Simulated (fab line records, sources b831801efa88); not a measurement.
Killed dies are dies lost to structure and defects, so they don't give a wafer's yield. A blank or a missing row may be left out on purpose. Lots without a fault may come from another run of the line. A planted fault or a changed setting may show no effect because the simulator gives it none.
fab line records | flow gf180mcu | part 1 of 2: steps 1 to 24 of 32
record lots=5 wafers=15 last_day=33
route steps=602 shown M3@428 V3@429 M4@456
lots that met no fault: from a run of the same line without faults
start_h: hours from the record's first day to the start of the lot's first wafer shown | wait_h: hours since the lot's step before | " the same as in the row above | L1.1+2: a row that stands for several wafers | - no value, or no start given | * or withheld: withheld | < > ~ a bound
route shown NAME@n: a module of which the file shows steps, and the number in the route of the first | usual: mean/standard deviation of fault-free wafers | same: alike in all rows | chamber/n: place in a boat | sites: the reading at each site | _std_site: their standard deviation | _edge_site: outer sites' mean less inner sites' | radius_mm: how far each site lies from the wafer's centre | mask NAME#n: copy n | behind: the tool/chamber that last shaped the wafer | hold: why the lot was held/for how many hours/how that ended | device: the transistor (n, p or np) that didn't switch | end of line: the same wafers' tests at the end of the route | a step without rows: its recipe alone | killed: dies lost to structure and defects at the first sort, not the wafer's yield | map: a wafer's dies, x killed, . not, _ none there
set.NAME: the setting as run; set.NAME@STEP: as run at that earlier step | model.NAME: the simulator's own value behind a step, which no gauge read
lots at some steps of the route; a table a step, a row a wafer
services: from which hour (start_h, from the record's first day; less than 0 if before it) a tool's chamber was out of use, for how many hours, and why
## steps
# step GF_M3_CLEAN_19
# recipe chemistry=DIW dry=n2_spin
# columns lot.wafer tool chamber start_h wait_h
L078.3+4+5 wet_bench-03 3 526.22 0.0
L086.1+2+6 wet_bench-02 0 592.27 0.0
L091.1+2+3 wet_bench-02 2 628.77 0.0
L093.2+4+6 wet_bench-03 3 642.60 0.0
L094.2+3+6 wet_bench-03 0 651.72 0.0
# step GF_V3_CVD_00
# recipe material=SiO2 target_thk_nm=600 sigma_open_frac=0.3 temp_c=400 time_s=100 sih4_flow_sccm=60 pressure_mtorr=6
# usual susceptor_temp_C=399.99/0.22
# columns lot.wafer tool chamber start_h wait_h susceptor_temp_C
L078.3 hdpcvd-01 1 526.32 0.0 399.76
L078.4 " 1 " " 399.82
L078.5 " 2 " " 399.76
L086.1 hdpcvd-02 0 592.37 0.0 399.89
L086.2 " 2 " " 400.00
L086.6 " 1 " " 399.54
L091.1 hdpcvd-01 0 628.87 0.0 400.00
L091.2 " 2 " " 399.90
L091.3 " 1 " " 400.53
L093.2 hdpcvd-02 2 642.71 0.0 400.27
L093.4 " 2 " " 400.32
L093.6 " 0 " " 400.09
L094.2 hdpcvd-01 1 651.83 0.0 400.09
L094.3 " 2 " " 399.89
L094.6 " 0 " " 400.23
# step GF_V3_THK_MEAS_01
# recipe reads=SiO2_of_V3_CVD_00
# usual V3_CVD_00_THK=604/6.1
# columns lot.wafer tool chamber start_h wait_h V3_CVD_00_THK[nm]
L078.3 film_metro-02 - 526.41 0.1 602
L078.4 " - " " 614
L078.5 " - " " 604
L086.1 film_metro-03 - 592.44 0.0 605
L086.2 " - " " 596
L086.6 " - " " 612
L091.1 film_metro-02 - 628.95 0.0 602
L091.2 " - " " 600
L091.3 " - " " 609
L093.2 film_metro-01 - 642.79 0.0 598
L093.4 " - " " 593
L093.6 " - " " 596
L094.2 film_metro-02 - 651.91 0.0 608
L094.3 " - " " 598
L094.6 " - " " 607
# step GF_V3_CVD_02
# recipe material=SiO2 target_thk_nm=850 precursor=TEOS temp_c=400 time_s=94.851 rf_w=600
# usual heater_power_w=631/120 susceptor_temp_C=399.99/0.26
# columns lot.wafer tool chamber start_h wait_h heater_power_w susceptor_temp_C
L078.3 pecvd-03 2 526.45 0.0 724 399.70
L078.4 " 2 " " 761 400.36
L078.5 " 0 " " 730 399.64
L086.1 pecvd-01 2 592.50 0.1 509 400.01
L086.2 " 0 " " 708 400.40
L086.6 " 1 " " 665 399.84
L091.1 pecvd-04 2 629.01 0.1 535 400.36
L091.2 " 1 " " 507 399.95
L091.3 " 0 " " 713 400.06
L093.2 pecvd-04 2 642.84 0.0 512 400.07
L093.4 " 1 " " 521 399.68
L093.6 " 0 " " 734 400.03
L094.2 pecvd-01 1 651.96 0.0 729 400.59
L094.3 " 0 " " 715 400.13
L094.6 " 1 " " 779 399.76
# step GF_V3_THK_MEAS_03
# recipe reads=SiO2_of_V3_CVD_02
# usual V3_CVD_02_THK=852/11
# columns lot.wafer tool chamber start_h wait_h V3_CVD_02_THK[nm]
L078.3 film_metro-03 - 526.54 0.1 842
L078.4 " - " " 865
L078.5 " - " " 856
L086.1 film_metro-02 - 592.57 0.0 852
L086.2 " - " " 856
L086.6 " - " " 863
L091.1 film_metro-01 - 629.07 0.0 838
L091.2 " - " " 838
L091.3 " - " " 839
L093.2 film_metro-01 - 642.92 0.0 846
L093.4 " - " " 851
L093.6 " - " " 849
L094.2 film_metro-01 - 652.04 0.0 842
L094.3 " - " " 844
L094.6 " - " " 852
# step GF_V3_CMP_04
# recipe material=SiO2 down_force_psi=4 platen_rpm=60 pad_velocity_m_s=0.94248
# usual head_pressure_psi=3.999/0.0092 motor_current_A=11.8/1.2 retaining_ring_pressure_frac=1.000/0.0049 time_to_endpoint_s=81/5.4
# columns lot.wafer tool chamber start_h wait_h head_pressure_psi motor_current_A retaining_ring_pressure_frac time_to_endpoint_s
L078.3 cmp-01 3 526.58 0.0 4.008 13.1 0.997 75
L078.4 " 0 " " 3.983 11.5 1.000 82
L078.5 " 0 " " 3.997 11.4 1.002 83
L086.1 cmp-02 0 592.63 0.1 4.009 10.8 1.003 83
L086.2 " 1 " " 3.991 9.7 0.992 76
L086.6 " 0 " " 4.004 11.1 0.999 87
L091.3 cmp-02 3 629.13 0.0 4.007 10.2 1.003 81
L091.2 " 1 " " 4.009 10.2 1.004 70
L091.1 " 2 " " 3.990 12.4 0.999 78
L093.2 cmp-01 2 643.07 0.1 4.010 12.7 0.997 83
L093.4 " 3 " " 4.003 13.6 0.998 81
L093.6 " 0 " " 4.000 11.7 0.996 82
L094.2 cmp-01 0 652.19 0.1 4.011 11.5 1.001 82
L094.3 " 1 " " 4.005 12.5 0.996 81
L094.6 " 3 " " 4.012 12.5 0.988 83
# step GF_V3_BOW_MEAS_05
# recipe mode=bow
# usual V3_BOW=117/9.6
# columns lot.wafer tool chamber start_h wait_h V3_BOW[um]
L078.3 film_metro-02 - 526.92 0.3 112
L078.4 " - " " 130
L078.5 " - " " 122
L086.1 film_metro-01 - 592.93 0.2 113
L086.2 " - " " 120
L086.6 " - " " 111
L091.1 film_metro-01 - 629.43 0.1 122
L091.2 " - " " 115
L091.3 " - " " 111
L093.2 film_metro-01 - 643.29 0.2 140
L093.4 " - " " 123
L093.6 " - " " 123
L094.2 film_metro-01 - 652.41 0.2 122
L094.3 " - " " 119
L094.6 " - " " 124
# step GF_V3_DEHYDRATE_06
# recipe temp_c=200 time_s=60
# usual exhaust_pa=45.1/0.96 resist_line_temp_C=22.98/0.093
# columns lot.wafer tool chamber start_h wait_h exhaust_pa resist_line_temp_C
L078.3 litho_track-01 0 537.70 10.8 43.5 23.13
L078.4 " 0 " " 44.7 23.09
L078.5 " 0 " " 44.3 23.20
L086.1 litho_track-04 0 602.67 9.7 45.1 22.84
L086.2 " 0 " " 45.9 22.98
L086.6 " 0 " " 46.1 23.02
L091.1 litho_track-01 0 638.55 9.1 45.3 22.97
L091.2 " 0 " " 46.6 22.96
L091.3 " 0 " " 45.0 23.08
L093.2 litho_track-03 0 652.97 9.7 45.7 23.05
L093.4 " 0 " " 45.2 22.98
L093.6 " 0 " " 44.2 22.99
L094.2 litho_track-04 0 661.50 9.1 45.6 22.93
L094.3 " 0 " " 45.0 23.11
L094.6 " 0 " " 44.5 23.14
# step GF_V3_HMDS_07
# recipe prime_time_s=60 prime_temp_c=120
# usual exhaust_pa=45.0/0.79 resist_line_temp_C=22.99/0.097
# columns lot.wafer tool chamber start_h wait_h exhaust_pa resist_line_temp_C
L078.3 litho_track-01 0 537.85 0.1 45.3 22.91
L078.4 " 0 " " 44.7 23.09
L078.5 " 0 " " 45.1 22.91
L086.1 litho_track-04 0 602.82 0.1 44.5 22.97
L086.2 " 0 " " 45.8 23.19
L086.6 " 0 " " 45.4 23.11
L091.1 litho_track-01 0 638.70 0.1 45.5 22.94
L091.2 " 0 " " 45.4 22.96
L091.3 " 0 " " 43.6 22.95
L093.2 litho_track-03 0 653.12 0.1 43.5 22.93
L093.4 " 0 " " 44.1 23.00
L093.6 " 0 " " 44.3 23.04
L094.2 litho_track-04 0 661.65 0.1 45.5 23.16
L094.3 " 0 " " 45.3 23.11
L094.6 " 0 " " 43.5 23.01
# step GF_V3_COAT_08
# recipe resist=BARC temp_c=withheld time_s=withheld spin_rpm=withheld resist_thk_nm=withheld
# usual dispense_pressure_kPa=51.8/1.2 exhaust_pa=45.0/0.87 resist_line_temp_C=*
# columns lot.wafer tool chamber start_h wait_h dispense_pressure_kPa exhaust_pa resist_line_temp_C
L078.3 litho_track-01 0 538.00 0.1 50.5 46.2 *
L078.4 " 0 " " 50.5 45.4 *
L078.5 " 0 " " 50.4 45.3 *
L086.1 litho_track-04 0 602.97 0.1 50.9 44.2 *
L086.2 " 0 " " 50.8 44.6 *
L086.6 " 0 " " 50.8 43.7 *
L091.1 litho_track-01 0 638.85 0.1 50.4 44.6 *
L091.2 " 0 " " 50.5 46.2 *
L091.3 " 0 " " 50.5 44.6 *
L093.2 litho_track-03 0 653.27 0.1 53.0 44.8 *
L093.4 " 0 " " 53.0 45.0 *
L093.6 " 0 " " 53.0 44.1 *
L094.2 litho_track-04 0 661.80 0.1 50.8 46.8 *
L094.3 " 0 " " 50.8 45.2 *
L094.6 " 0 " " 50.8 44.8 *
# step GF_V3_COAT_09
# recipe resist=KrF spin_rpm=withheld resist_thk_nm=1000
# usual dispense_pressure_kPa=51.8/1.2 exhaust_pa=45.0/1 resist_line_temp_C=23.00/0.096
# columns lot.wafer tool chamber start_h wait_h dispense_pressure_kPa exhaust_pa resist_line_temp_C
L078.3 litho_track-01 0 - - 50.5 46.4 23.12
L078.4 " 0 " " 50.4 46.5 23.13
L078.5 " 0 " " 50.5 44.6 23.06
L086.1 litho_track-04 0 - - 50.9 42.5 23.03
L086.2 " 0 " " 50.8 43.6 22.95
L086.6 " 0 " " 50.8 42.5 22.91
L091.1 litho_track-01 0 - - 50.4 44.8 23.00
L091.2 " 0 " " 50.5 44.8 22.98
L091.3 " 0 " " 50.4 44.2 23.04
L093.2 litho_track-03 0 - - 53.0 44.3 22.86
L093.4 " 0 " " 53.0 44.9 22.98
L093.6 " 0 " " 53.0 45.4 22.92
L094.2 litho_track-04 0 - - 50.8 43.8 23.06
L094.3 " 0 " " 50.8 44.1 23.10
L094.6 " 0 " " 50.8 43.0 22.92
# step GF_V3_SOFTBAKE_10
# recipe temp_c=130 time_s=60 resist=KrF
# usual exhaust_pa=45.0/0.97 resist_line_temp_C=23.00/0.092
# columns lot.wafer tool chamber start_h wait_h exhaust_pa resist_line_temp_C
L078.3 litho_track-01 0 - - 43.6 22.98
L078.4 " 0 " " 44.9 23.00
L078.5 " 0 " " 45.6 23.09
L086.1 litho_track-04 0 - - 44.7 22.88
L086.2 " 0 " " 46.5 22.92
L086.6 " 0 " " 45.9 22.87
L091.1 litho_track-01 0 - - 44.2 22.93
L091.2 " 0 " " 45.3 23.09
L091.3 " 0 " " 43.7 23.15
L093.2 litho_track-03 0 - - 43.0 23.14
L093.4 " 0 " " 45.2 23.14
L093.6 " 0 " " 43.5 22.91
L094.2 litho_track-04 0 - - 45.9 22.95
L094.3 " 0 " " 45.4 23.03
L094.6 " 0 " " 45.0 22.92
# step GF_V3_EXPOSE_11
# recipe mask_id=Via3 target_cd_nm=260 na=0.68 source_shape=conventional sigma_outer=0.6 dose_mj=38.51
# columns lot.wafer tool chamber start_h wait_h mask
L078.3+4+5 krf_scanner-01 0 - - Via3#0
L086.1+2+6 krf_scanner-02 0 - - Via3#0
L091.1+2+3 krf_scanner-02 0 - - Via3#0
L093.2+4+6 krf_scanner-01 0 - - Via3#0
L094.2+3+6 krf_scanner-02 0 - - Via3#0
# step GF_V3_PEB_12
# recipe peb_temp_c=135 peb_time_s=90 resist=KrF
# usual exhaust_pa=45.2/0.84 resist_line_temp_C=22.99/0.099
# columns lot.wafer tool chamber start_h wait_h exhaust_pa resist_line_temp_C
L078.3 litho_track-01 0 - - 43.8 22.89
L078.4 " 0 " " 43.8 22.92
L078.5 " 0 " " 44.1 22.86
L086.1 litho_track-01 0 - - 45.6 22.98
L086.2 " 0 " " 44.7 23.05
L086.6 " 0 " " 45.8 22.94
L091.1 litho_track-03 0 - - 45.2 22.94
L091.2 " 0 " " 44.7 23.04
L091.3 " 0 " " 46.3 22.95
L093.2 litho_track-03 0 - - 43.9 23.05
L093.4 " 0 " " 45.3 22.94
L093.6 " 0 " " 45.2 22.98
L094.2 litho_track-03 0 - - 45.0 23.02
L094.3 " 0 " " 46.4 22.98
L094.6 " 0 " " 44.1 23.10
# step GF_V3_DEVELOP_13
# recipe develop_time_s=60 resist=KrF dev_temp_c=21
# usual exhaust_pa=45.0/0.88 resist_line_temp_C=23.00/0.11
# columns lot.wafer tool chamber start_h wait_h exhaust_pa resist_line_temp_C
L078.3 litho_track-01 0 549.15 0.1 45.2 23.00
L078.4 " 0 " " 46.5 23.14
L078.5 " 0 " " 45.6 22.99
L086.1 litho_track-01 0 613.15 0.2 46.7 23.08
L086.2 " 0 " " 45.5 23.10
L086.6 " 0 " " 47.2 23.01
L091.1 litho_track-03 0 649.34 0.2 45.5 22.91
L091.2 " 0 " " 43.3 23.02
L091.3 " 0 " " 44.2 23.08
L093.2 litho_track-03 0 663.52 0.2 46.0 22.96
L093.4 " 0 " " 46.0 22.97
L093.6 " 0 " " 44.5 22.88
L094.2 litho_track-03 0 671.32 0.2 44.5 23.16
L094.3 " 0 " " 44.3 23.04
L094.6 " 0 " " 44.5 23.15
# step GF_V3_CD_MEAS_14
# recipe target_cd_nm=260
# usual cd_nm=259.9/1.4
# columns lot.wafer tool chamber start_h wait_h cd_nm
L078.3 cd_sem-02 - 549.29 0.1 259.7
L078.4 " - " " 258.6
L078.5 " - " " 258.7
L086.1 cd_sem-01 - 613.30 0.1 259.4
L086.2 " - " " 259.1
L086.6 " - " " 258.7
L091.1 cd_sem-02 - 649.49 0.1 259.3
L091.2 " - " " 258.8
L091.3 " - " " 259.1
L093.2 cd_sem-01 - 663.66 0.1 258.1
L093.4 " - " " 259.0
L093.6 " - " " 258.0
L094.2 cd_sem-01 - 671.46 0.1 258.6
L094.3 " - " " 259.4
L094.6 " - " " 259.1
# step GF_V3_OVL_MEAS_15
# usual V3_OVL=0/5
# columns lot.wafer tool chamber start_h wait_h V3_OVL[nm]
L078.3 overlay-01 - 549.38 0.1 4
L078.4 " - " " -4
L078.5 " - " " 8
L086.1 overlay-01 - 613.42 0.1 2
L086.2 " - " " 8
L086.6 " - " " 8
L091.1 overlay-02 - 649.61 0.1 3
L091.2 " - " " -2
L091.3 " - " " 4
L093.2 overlay-02 - 663.77 0.1 -2
L093.4 " - " " 0
L093.6 " - " " -4
L094.2 overlay-01 - 671.57 0.1 4
L094.3 " - " " -5
L094.6 " - " " 2
# step GF_V3_ETCH_16
# recipe chemistry=N2/H2 target_depth_a=withheld overetch_a=withheld time_s=withheld target=BARC ion_energy_ev=200 source_w=500 bias_w=100 pressure_mtorr=30 n2_flow_sccm=100 h2_flow_sccm=200
# usual drypump_motor_current_A=5.5/0.44 oes_product_au=0.854/0.0043 throttle_valve_pct=13.225/0.0095
# columns lot.wafer tool chamber start_h wait_h drypump_motor_current_A oes_product_au throttle_valve_pct
L078.3 rie_diel-04 0 549.40 0.0 5.7 0.859 13.225
L078.4 " 2 " " 6.4 0.854 13.241
L078.5 " 1 " " 5.5 0.859 13.228
L086.1 rie_diel-01 1 613.45 0.0 4.9 0.857 13.228
L086.2 " 0 " " 4.8 0.849 13.218
L086.6 " 0 " " 4.9 0.862 13.216
L091.1 rie_diel-03 2 649.65 0.0 5.8 0.856 13.228
L091.2 " 0 " " 5.9 0.849 13.229
L091.3 " 1 " " 6.1 0.855 13.236
L093.2 rie_diel-01 3 663.80 0.0 5.5 0.860 13.205
L093.4 " 1 " " 4.9 0.853 13.222
L093.6 " 2 " " 5.1 0.850 13.230
L094.2 rie_diel-04 0 671.60 0.0 5.6 0.856 13.227
L094.3 " 3 " " 5.5 0.859 13.222
L094.6 " 1 " " 5.5 0.852 13.220
# step GF_V3_ETCH_17
# recipe chemistry=C4F8/O2/Ar mask_material=KrF target=SiO2 stop_on=TiN source_w=1500 bias_w=1200 pressure_mtorr=40 c4f8_flow_sccm=withheld O2_flow_sccm=6 Ar_flow_sccm=300 time_s=withheld target_depth_a=6350
# usual oes_product_au=0.856/0.0046
# columns lot.wafer tool chamber start_h wait_h oes_product_au
L078.3 rie_diel-04 0 - - 0.857
L078.4 " 2 " " 0.853
L078.5 " 1 " " 0.861
L086.1 rie_diel-01 1 - - 0.854
L086.2 " 0 " " 0.847
L086.6 " 0 " " 0.853
L091.1 rie_diel-03 2 - - 0.853
L091.2 " 0 " " 0.852
L091.3 " 1 " " 0.858
L093.2 rie_diel-01 3 - - 0.862
L093.4 " 1 " " 0.854
L093.6 " 2 " " 0.859
L094.2 rie_diel-04 0 - - 0.865
L094.3 " 3 " " 0.857
L094.6 " 1 " " 0.858
# step GF_V3_STRIP_18
# recipe chemistry=O2/N2 power_w=1400 pressure_mtorr=1500 platen_temp_c=250 o2_flow_sccm=3000 n2_flow_sccm=300 overash_fraction=0.5
# usual drypump_motor_current_A=6.0/0.43 heater_power_w=295/18 oes_product_au=0.593/0.005
# columns lot.wafer tool chamber start_h wait_h drypump_motor_current_A heater_power_w oes_product_au rf_hours_counter_h
L078.3 plasma_asher-01 0 549.56 - 6.1 331 0.597 -
L078.4 " 1 " " 6.1 301 0.593 -
L078.5 " 0 " " 6.1 334 0.588 -
L086.1 plasma_asher-03 1 613.58 - 6.0 306 0.595 82
L086.2 " 0 " " 6.4 280 0.601 82
L086.6 " 0 " " 6.4 272 0.589 -
L091.1 plasma_asher-01 0 649.78 - 6.1 329 0.593 55
L091.2 " 1 " " 6.0 295 0.591 55
L091.3 " 0 " " 6.1 325 0.591 -
L093.2 plasma_asher-03 1 663.93 - 6.1 296 0.592 86
L093.4 " 1 " " 6.0 299 0.604 -
L093.6 " 1 " " 6.0 304 0.599 -
L094.2 plasma_asher-03 0 671.73 - 6.4 281 0.594 87
L094.3 " 1 " " 6.1 308 0.591 -
L094.6 " 1 " " 6.0 298 0.593 -
# step GF_V3_STRIP_19
# recipe chemistry=post_etch_residue_remover time_s=1200 temp_c=72.5
# usual bath_guard_temp_C=72.5/0.46
# columns lot.wafer tool chamber start_h wait_h bath_guard_temp_C
L078.3 wet_bench-01 1 549.63 0.0 72.5
L078.4 " 1 " " 72.1
L078.5 " 1 " " 72.4
L086.1 wet_bench-03 0 613.68 0.1 72.2
L086.2 " 0 " " 72.3
L086.6 " 0 " " 72.3
L091.1 wet_bench-04 0 649.88 0.1 72.4
L091.2 " 0 " " 72.8
L091.3 " 0 " " 72.4
L093.2 wet_bench-03 0 664.03 0.1 72.0
L093.4 " 0 " " 71.9
L093.6 " 0 " " 71.9
L094.2 wet_bench-04 2 671.83 0.1 72.4
L094.3 " 2 " " 72.5
L094.6 " 2 " " 72.7
# step GF_V3_CLEAN_20
# recipe chemistry=DIW dry=n2_spin
# columns lot.wafer tool chamber start_h wait_h
L078.3+4+5 wet_bench-03 3 550.00 0.0
L086.1+2+6 wet_bench-01 2 614.05 0.0
L091.1+2+3 wet_bench-01 1 650.22 0.0
L093.2+4+6 wet_bench-04 2 664.40 0.0
L094.2+3+6 wet_bench-03 1 672.20 0.0
# step GF_V3_SPUTTER_21
# recipe material=Ti target_thk_nm=15 chamber_pressure_pa=5 power_w=2500 substrate_temp_c=200 time_s=80.02
# usual chamber_pressure_pa=4.999/0.0097 throttle_valve_pct=29.8/1.2
# columns lot.wafer tool chamber start_h wait_h chamber_pressure_pa throttle_valve_pct
L078.3 pvd_sputter-03 - 550.10 0.0 5.011 30.0
L078.4 " - " " 5.004 32.6
L078.5 " - " " 4.995 29.3
L086.1 pvd_sputter-02 - 614.15 0.0 5.011 29.5
L086.2 " - " " 5.006 31.8
L086.6 " - " " 5.000 28.1
L091.1 pvd_sputter-04 - 650.31 0.0 5.000 29.0
L091.2 " - " " 5.001 29.9
L091.3 " - " " 5.000 28.8
L093.2 pvd_sputter-03 - 664.50 0.0 4.993 32.8
L093.4 " - " " 5.018 28.4
L093.6 " - " " 4.975 29.9
L094.2 pvd_sputter-03 - 672.29 0.0 4.987 29.4
L094.3 " - " " 4.987 29.9
L094.6 " - " " 5.009 32.5
# step GF_V3_SPUTTER_22
# recipe material=TiN target_thk_nm=10 chamber_pressure_pa=5 power_w=4000 time_s=40
# usual chamber_pressure_pa=5.000/0.011 throttle_valve_pct=29.8/1.2
# columns lot.wafer tool chamber start_h wait_h chamber_pressure_pa throttle_valve_pct
L078.3 pvd_sputter-03 - 550.16 0.0 5.008 29.7
L078.4 " - " " 5.001 32.5
L078.5 " - " " 5.006 29.4
L086.1 pvd_sputter-02 - 614.21 0.0 4.995 29.3
L086.2 " - " " 4.992 32.0
L086.6 " - " " 5.001 28.2
L091.1 pvd_sputter-04 - 650.37 0.0 5.000 29.0
L091.2 " - " " 4.969 30.1
L091.3 " - " " 5.005 28.9
L093.2 pvd_sputter-03 - 664.56 0.0 5.008 32.8
L093.4 " - " " 5.012 28.4
L093.6 " - " " 4.997 29.8
L094.2 pvd_sputter-03 - 672.35 0.0 4.992 29.2
L094.3 " - " " 5.011 29.9
L094.6 " - " " 4.997 32.4
